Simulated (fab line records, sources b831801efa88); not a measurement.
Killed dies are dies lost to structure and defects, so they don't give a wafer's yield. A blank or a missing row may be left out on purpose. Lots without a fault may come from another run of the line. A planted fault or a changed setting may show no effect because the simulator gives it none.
fab line records | flow sky130
record lots=5 wafers=15 last_day=50
route steps=708 shown SONOS_ONO@172 GATE_OXIDE@187 POLY_GATE@204 RES_PROTECT@206 SALICIDE@361 PAD_OPEN@708
lots that met no fault: from a run of the same line without faults
start_h: hours from the record's first day to the start of the lot's first wafer shown | wait_h: hours since the lot's step before | " the same as in the row above | L1.1+2: a row that stands for several wafers | - no value, or no start given | * or withheld: withheld | < > ~ a bound
route shown NAME@n: a module of which the file shows steps, and the number in the route of the first | usual: mean/standard deviation of fault-free wafers | same: alike in all rows | chamber/n: place in a boat | sites: the reading at each site | _std_site: their standard deviation | _edge_site: outer sites' mean less inner sites' | radius_mm: how far each site lies from the wafer's centre | mask NAME#n: copy n | behind: the tool/chamber that last shaped the wafer | hold: why the lot was held/for how many hours/how that ended | device: the transistor (n, p or np) that didn't switch | end of line: the same wafers' tests at the end of the route | a step without rows: its recipe alone | killed: dies lost to structure and defects at the first sort, not the wafer's yield | map: a wafer's dies, x killed, . not, _ none there
set.NAME: the setting as run; set.NAME@STEP: as run at that earlier step | model.NAME: the simulator's own value behind a step, which no gauge read
lots at some steps of the route; a table a step, a row a wafer
services: from which hour (start_h, from the record's first day; less than 0 if before it) a tool's chamber was out of use, for how many hours, and why
## steps
# step SKY_SONOS_ONO_CVD_04
# recipe material=SiO2 precursor=SiH4/N2O target_thk_nm=5.7199 temp_c=900 pressure_mtorr=400
# step SKY_SONOS_ONO_DEHYDRATE_06
# recipe temp_c=200 time_s=60
# step SKY_SONOS_ONO_HMDS_07
# recipe prime_time_s=60 prime_temp_c=120
# step SKY_SONOS_ONO_COAT_08
# recipe resist=NOVOLAK spin_rpm=3000 resist_thk_nm=1140
# step SKY_SONOS_ONO_SOFTBAKE_09
# recipe temp_c=90 time_s=60 resist=NOVOLAK
# step SKY_SONOS_ONO_EXPOSE_10
# recipe mask_id=ONOM target_cd_nm=410 na=0.6 source_shape=conventional sigma_outer=0.6 dose_mj=150
# step SKY_SONOS_ONO_PEB_11
# recipe temp_c=withheld time_s=* resist=NOVOLAK
# step SKY_SONOS_ONO_DEVELOP_12
# recipe develop_time_s=60 dev_temp_c=23
# step SKY_SONOS_ONO_ETCH_15
# recipe target_depth_nm=19.52 chemistry=CHF3/O2 source_w=600 bias_w=200 pressure_mtorr=40 chf3_flow_sccm=50 O2_flow_sccm=5 time_s=7.8
# usual O2_flow_sccm=4.998/0.014 bias_w=200.0/0.65 drypump_motor_current_A=5.8/0.41 oes_product_au=1.001/0.0078 throttle_valve_pct=8.825/0.0094
# columns lot.wafer tool chamber start_h wait_h O2_flow_sccm bias_w drypump_motor_current_A oes_product_au rf_hours_counter_h throttle_valve_pct model.NOVOLAK_of_SONOS_ONO_COAT_08.thk_nm model.SiO2_of_FIELD_ISO_CVD_24.thk_nm model.SiO2_of_NWELL_OXIDATION_01.thk_nm
L913.1 rie_diel-01 3 288.67 0.0 4.987 200.4 5.5 1.001 82 8.831 1121 397.3 5.418
L913.4 " 0 " " 4.994 199.3 5.5 1.010 - 8.839 1120 397.9 5.318
L913.6 " 3 " " 5.013 199.4 5.5 0.995 - 8.829 1119 398.2 5.341
L923.3 rie_diel-01 1 382.62 0.0 - - - - - - 1141 401.2 8.957
L923.4 " 3 " " - - - - - - 1140 398.6 8.981
L923.6 " 2 " " - - - - - - 1142 401.4 8.734
L924.1 rie_diel-02 1 383.58 0.0 - - - - - - 1136 402 8.589
L924.2 " 0 " " - - - - - - 1138 399.9 8.674
L924.3 " 2 " " - - - - - - 1137 401.6 8.459
L925.3 rie_diel-04 1 385.63 0.0 - - - - - - 1143 402.7 9.058
L925.4 " 2 " " - - - - - - 1139 402.4 9.08
L925.6 " 2 " " - - - - - - 1143 402.6 9.123
L934.1 rie_diel-04 2 468.13 0.0 5.007 199.5 5.5 0.981 6 8.834 1122 399.3 5.766
L934.2 " 0 " " 5.010 200.0 5.9 1.000 32 8.815 1121 399.2 5.44
L934.4 " 0 " " 4.990 199.6 6.0 1.006 - 8.826 1125 399.8 5.532
# step SKY_SONOS_ONO_WET_ETCH_16
# recipe chemistry=dHF target_depth_nm=14 dry=n2_spin target=SiO2 dilution=100:1 temp_c=25 time_s=280
# step SKY_SONOS_ONO_STRIP_17
# recipe chemistry=O2/N2 power_w=1400 pressure_mtorr=1500 platen_temp_c=withheld o2_flow_sccm=3000 n2_flow_sccm=300 overash_fraction=0.5
# step SKY_SONOS_ONO_WET_ETCH_18
# recipe chemistry=H3PO4 target_depth_nm=15 target=Si3N4 temp_c=160 time_s=172
# step SKY_GATE_OXIDE_CLEAN_00
# recipe chemistry=SC1/SC2 mix=1:4:20 temp_c=70 time_s=150 dry=n2_spin
# step SKY_GATE_OXIDE_OXIDATION_01
# recipe temp_c=900 ambient=O2 stabilise_s=600 purge_s=300 target_thk_a=102.68 ox_time_s=1473
# step SKY_GATE_OXIDE_DEHYDRATE_03
# recipe temp_c=200 time_s=60
# step SKY_GATE_OXIDE_HMDS_04
# recipe prime_time_s=60 prime_temp_c=120
# step SKY_GATE_OXIDE_COAT_05
# recipe resist=NOVOLAK spin_rpm=3000 resist_thk_nm=1140
# step SKY_GATE_OXIDE_SOFTBAKE_06
# recipe temp_c=90 time_s=60 resist=NOVOLAK
# step SKY_GATE_OXIDE_EXPOSE_07
# recipe mask_id=LVOM na=0.6 source_shape=conventional sigma_outer=0.6 polarization=unpolarized target_cd_nm=600 dose_mj=170
# step SKY_GATE_OXIDE_PEB_08
# recipe temp_c=withheld time_s=* resist=NOVOLAK
# step SKY_GATE_OXIDE_DEVELOP_09
# recipe resist=NOVOLAK developer=TMAH develop_time_s=60 dev_temp_c=23
# step SKY_GATE_OXIDE_IMPLANT_11
# recipe species=B energy_kev=10 dose_cm2=2.6e+12 tilt_deg=withheld
# step SKY_GATE_OXIDE_WET_ETCH_12
# recipe chemistry=dHF target_depth_nm=16.8 dry=n2_spin target=SiO2 dilution=100:1 temp_c=25 time_s=336
# step SKY_GATE_OXIDE_STRIP_13
# recipe chemistry=O2/N2 power_w=1400 pressure_mtorr=1500 platen_temp_c=withheld o2_flow_sccm=3000 n2_flow_sccm=300 overash_fraction=0.5
# step SKY_GATE_OXIDE_CLEAN_15
# recipe chemistry=SC1/SC2 mix=1:4:20 temp_c=70 time_s=150 dry=n2_spin
# step SKY_GATE_OXIDE_OXIDATION_16
# recipe temp_c=800 ambient=O2 idle_temp_c=700 ramp_up_c_per_min=10 ramp_down_c_per_min=3 stabilise_s=600 purge_s=300 target_thk_a=35.7 ox_time_s=1915
# step SKY_POLY_GATE_CVD_00
# recipe material=poly-Si target_thk_nm=180 temp_c=620 time_s=720 pressure_mtorr=200
# step SKY_RES_PROTECT_DEHYDRATE_00
# recipe temp_c=200 time_s=60
# step SKY_RES_PROTECT_HMDS_01
# recipe prime_time_s=60 prime_temp_c=120
# step SKY_RES_PROTECT_COAT_02
# recipe resist=NOVOLAK spin_rpm=3000 resist_thk_nm=1140
# step SKY_RES_PROTECT_SOFTBAKE_03
# recipe temp_c=90 time_s=60 resist=NOVOLAK
# step SKY_RES_PROTECT_EXPOSE_04
# recipe mask_id=RPM na=0.6 source_shape=conventional sigma_outer=0.6 polarization=unpolarized target_cd_nm=1270 dose_mj=131
# step SKY_RES_PROTECT_PEB_05
# recipe temp_c=withheld time_s=* resist=NOVOLAK
# step SKY_RES_PROTECT_DEVELOP_06
# recipe resist=NOVOLAK developer=TMAH develop_time_s=60 dev_temp_c=23
# step SKY_SALICIDE_CLEAN_00
# recipe chemistry=HF-last time_s=30 dilution=100:1 dry=ipa_marangoni
# columns lot.wafer tool chamber start_h wait_h model.SiO2_of_FIELD_ISO_CVD_24.thk_nm
L913.1 wet_bench-01 2 657.96 0.1 356.4
L913.4 " 2 " " 356.9
L913.6 " 2 " " 357.2
L925.3 wet_bench-01 1 754.81 0.1 362.3
L925.4 " 1 " " 362.1
L925.6 " 1 " " 362.2
L923.3 wet_bench-02 3 756.88 0.1 360.2
L923.4 " 3 " " 357.6
L923.6 " 3 " " 360.5
L924.1 wet_bench-01 0 758.26 0.1 361.4
L924.2 " 0 " " 359.3
L924.3 " 0 " " 361
L934.1 wet_bench-01 0 823.19 0.1 358.6
L934.2 " 0 " " 358.5
L934.4 " 0 " " 359
# step SKY_PAD_OPEN_PROBE_99
# usual killed_at_M0_to_M3=44/7.3 killed_at_M4_up=3.0/1.9 killed_at_contacts=24/5 killed_at_front_end=16/4.5 killed_at_other=0.3/0.46 killed_dies=87/10 killed_on_rim=17/3.5 killed_open=47/8.3 killed_short=39/6.4
# same gross_dies=492 killed_at_back_side=0
# columns lot.wafer tool chamber start_h wait_h killed_at_M0_to_M3 killed_at_M4_up killed_at_contacts killed_at_front_end killed_at_other killed_dies killed_on_rim killed_open killed_short model.etest.nfet_16v.r_on_ohm_um model.etest.pfet_16v.r_on_ohm_um model.etest.pfet_g5v0d10v5.r_on_ohm_um model.etest.nfet_g5v0d10v5.r_on_ohm_um model.etest.nfet_g5v0d10v5.drive_ua_um model.etest.tip_sonos.rs_ohm_sq model.etest.nfet_05v0_nvt.drive_ua_um model.etest.nfet_16v.drive_ua_um
L913.1 prober-02 - 1082.79 0.1 41 3 26 22 1 93 25 55 38 1.397e+04 1.506e+04 4666 1863 608.9 2639 586.5 223.6
L913.4 prober-02 - 1082.94 0.2 32 3 30 23 0 88 18 51 37 1.408e+04 1.519e+04 4663 1855 615.6 2618 586.1 223.1
L913.6 prober-02 - 1083.04 0.2 41 4 21 12 0 78 14 43 35 1.405e+04 1.505e+04 4684 1863 608.8 2630 577.3 222.3
L925.3 prober-01 - 1151.04 0.2 47 2 18 9 0 76 12 40 36 1.795e+04 1.612e+04 5444 2485 394.2 2904 420.1 130.3
L925.4 prober-01 - 1151.09 0.2 44 1 25 24 0 94 14 52 42 1.785e+04 1.629e+04 5470 2472 393.4 2837 420.9 130.9
L925.6 prober-01 - 1151.19 0.2 35 2 23 15 0 75 14 46 29 1.788e+04 1.62e+04 5535 2510 390.3 2862 416.2 130.3
L923.3 prober-02 - 1151.94 0.2 46 3 21 20 1 91 16 44 47 1.765e+04 1.625e+04 5335 2410 404.1 2823 428.4 132.5
L923.4 prober-02 - 1151.99 0.2 41 3 25 16 0 85 16 51 34 1.796e+04 1.638e+04 5398 2443 396.2 2895 421.6 130.6
L923.6 prober-02 - 1152.09 0.2 51 1 21 17 0 90 22 47 43 1.776e+04 1.635e+04 5354 2396 402.4 2831 427.3 135.1
L924.1 prober-01 - 1154.62 0.1 45 2 24 15 0 86 10 55 31 1.758e+04 1.631e+04 5407 2421 409.1 2826 432.3 135.3
L924.2 prober-01 - 1154.67 0.1 38 4 29 15 0 86 14 54 32 1.761e+04 1.643e+04 5481 2435 403.9 2854 429.8 134.6
L924.3 prober-01 - 1154.72 0.2 30 3 23 11 0 67 12 34 33 1.752e+04 1.625e+04 5422 2420 408.8 2850 436.2 135.3
L934.1 prober-01 - 1195.69 0.1 41 4 26 12 0 83 12 38 45 1.404e+04 1.497e+04 4768 1907 605.9 2739 572.1 219.8
L934.2 prober-01 - 1195.74 0.1 33 7 30 16 0 86 21 43 43 1.438e+04 1.495e+04 4811 1910 600.8 2734 572.7 219.1
L934.4 prober-01 - 1195.84 0.2 39 4 18 19 1 81 21 46 35 1.416e+04 1.5e+04 4748 1878 601.2 2742 571.9 220.2
# killed by level:class
L913.1 LI_CONTACT:geometric_particle:open=9 CONTACT:geometric_particle:open=9 VIA2:geometric_particle:open=8 POLY_GATE:geometric_particle:open=6 VIA3:geometric_particle:open=6 VIA1:geometric_particle:open=6 FIELD_ISO:geometric_particle:open=5 CONTACT:geometric_particle:short=5
L913.4 LI_CONTACT:geometric_particle:open=11 CONTACT:geometric_particle:open=9 VIA3:geometric_particle:open=8 POLY_GATE:geometric_particle:short=7 VIA1:geometric_particle:open=5 CONTACT:geometric_particle:short=5 POLY_GATE:geometric_particle:open=4 METAL1:geometric_particle:short=4
L913.6 VIA1:geometric_particle:open=10 LI_CONTACT:geometric_particle:open=7 CONTACT:geometric_particle:open=7 VIA3:geometric_particle:open=6 VIA3:geometric_particle:short=5 METAL1:geometric_particle:short=4 METAL2:geometric_particle:short=4 VIA2:geometric_particle:open=4
L925.3 METAL1:geometric_particle:short=11 CONTACT:geometric_particle:open=10 VIA3:geometric_particle:open=7 VIA1:geometric_particle:open=7 VIA2:geometric_particle:open=6 VIA1:geometric_particle:short=5 POLY_GATE:geometric_particle:short=4 LI_CONTACT:geometric_particle:open=3
L925.4 VIA2:geometric_particle:open=11 LOCAL_INTERCONNECT:geometric_particle:short=10 FIELD_ISO:geometric_particle:short=7 POLY_GATE:geometric_particle:open=7 VIA1:geometric_particle:open=7 CONTACT:geometric_particle:open=7 VIA3:geometric_particle:open=7 METAL1:geometric_particle:short=4
L925.6 VIA1:geometric_particle:open=9 CONTACT:geometric_particle:open=7 VIA2:geometric_particle:open=7 CONTACT:geometric_particle:short=6 FIELD_ISO:geometric_particle:open=5 LI_CONTACT:geometric_particle:open=4 METAL1:geometric_particle:short=4 VIA3:geometric_particle:open=4
L923.3 VIA1:geometric_particle:open=11 FIELD_ISO:geometric_particle:short=7 LI_CONTACT:geometric_particle:open=7 METAL1:geometric_particle:short=7 VIA1:geometric_particle:short=7 CONTACT:geometric_particle:open=5 FIELD_ISO:geometric_particle:open=4 METAL2:geometric_particle:short=4
L923.4 CONTACT:geometric_particle:open=10 VIA1:geometric_particle:open=9 LI_CONTACT:geometric_particle:open=8 VIA1:geometric_particle:short=6 VIA3:geometric_particle:open=6 FIELD_ISO:geometric_particle:open=4 POLY_GATE:geometric_particle:short=4 POLY_GATE:geometric_particle:open=4
L923.6 VIA1:geometric_particle:open=10 VIA3:geometric_particle:open=7 CONTACT:geometric_particle:open=7 VIA2:geometric_particle:open=7 VIA2:geometric_particle:short=7 LOCAL_INTERCONNECT:geometric_particle:short=6 METAL1:geometric_particle:short=6 FIELD_ISO:geometric_particle:open=5
L924.1 CONTACT:geometric_particle:open=14 VIA3:geometric_particle:open=10 LI_CONTACT:geometric_particle:open=6 VIA3:geometric_particle:short=6 FIELD_ISO:geometric_particle:open=5 VIA2:geometric_particle:open=5 VIA2:geometric_particle:short=4 METAL1:geometric_particle:short=4
L924.2 CONTACT:geometric_particle:open=11 LI_CONTACT:geometric_particle:open=10 VIA1:geometric_particle:open=7 METAL2:geometric_particle:short=6 VIA1:geometric_particle:short=5 POLY_GATE:geometric_particle:open=4 METAL1:geometric_particle:short=4 VIA2:geometric_particle:open=4
L924.3 CONTACT:geometric_particle:open=7 METAL1:geometric_particle:short=7 CONTACT:geometric_particle:short=6 VIA1:geometric_particle:open=6 LI_CONTACT:geometric_particle:open=4 POLY_GATE:geometric_particle:open=3 POLY_GATE:geometric_particle:short=3 LI_CONTACT:geometric_particle:short=3
L934.1 CONTACT:geometric_particle:open=11 METAL1:geometric_particle:short=7 VIA2:geometric_particle:open=6 VIA1:geometric_particle:open=6 CONTACT:geometric_particle:short=6 FIELD_ISO:geometric_particle:short=5 VIA3:geometric_particle:short=5 VIA3:geometric_particle:open=5
L934.2 CONTACT:geometric_particle:open=9 VIA1:geometric_particle:open=8 CONTACT:geometric_particle:short=8 LI_CONTACT:geometric_particle:open=7 VIA3:geometric_particle:open=7 POLY_GATE:geometric_particle:short=6 METAL4:geometric_particle:short=6 LI_CONTACT:geometric_particle:short=5
L934.4 VIA1:geometric_particle:open=10 CONTACT:geometric_particle:open=9 METAL1:geometric_particle:short=8 FIELD_ISO:geometric_particle:open=7 POLY_GATE:geometric_particle:open=4 METAL2:geometric_particle:short=4 VIA1:geometric_particle:short=4 VIA2:geometric_particle:open=4
## services
# columns tool chamber start_h hours kind
rie_diel-01 1 278.12 6.6 repair
rie_diel-04 0 287.67 2.3 repair
rie_diel-04 3 293.39 5.8 repair
rie_diel-01 - 312.02 2.8 pm
rie_diel-04 0 344.34 7.9 repair
rie_diel-04 3 348.83 8.1 repair
rie_diel-04 1 354.56 3.1 repair
rie_diel-04 1 369.57 13.7 repair
wet_bench-01 - 382.08 8.1 repair
rie_diel-01 1 389.16 2.7 repair
rie_diel-04 2 415.31 2.0 repair
rie_diel-04 - 445.88 2.8 pm
rie_diel-04 1 466.38 22.3 repair
rie_diel-04 3 501.99 6.4 repair
wet_bench-01 - 536.02 1.6 repair
rie_diel-01 2 539.57 4.8 repair
rie_diel-04 - 591.18 4.3 pm
rie_diel-01 1 613.30 73.2 repair
rie_diel-01 3 653.85 10.1 repair
rie_diel-04 2 692.42 13.0 repair
rie_diel-01 0 693.57 5.1 repair
wet_bench-01 - 716.10 4.4 pm
rie_diel-01 2 737.54 132.0 repair
rie_diel-04 - 760.11 58.9 repair
## key
first_sign step=SKY_SONOS_ONO_ETCH_15 reading=tool_record direction=missing
effect none on later readings
model_effect step=SKY_SONOS_ONO_ETCH_15 value=NOVOLAK_of_SONOS_ONO_COAT_08.thk_nm without=1124 struck=1140
model_effect step=SKY_SALICIDE_CLEAN_00 value=SiO2_of_FIELD_ISO_CVD_24.thk_nm without=357.4 struck=360.7
model_effect step=SKY_PAD_OPEN_PROBE_99 value=etest.nfet_16v.r_on_ohm_um without=1.402e+04 struck=1.775e+04
met_at SKY_SONOS_ONO_ETCH_15
struck_wafers L923.3,L923.4,L923.6,L924.1,L924.2,L924.3,L925.3,L925.4,L925.6
tester_left_out L923,L924,L925
onset_between 288.67 382.62
fault kind=skipped_step_whole tool=rie_diel-01,rie_diel-02,rie_diel-04 chamber=- onset_h=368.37 steps=SKY_SONOS_ONO_ETCH_15 scope=struck_lots_only
# tester_left_out: of these lots the tester's yield and bins aren't shown, on N5 and GAA mostly nor the transistor test; their killed dies are dies lost to structure and defects alone, not to doping, threshold or leakage, so they don't give the yield
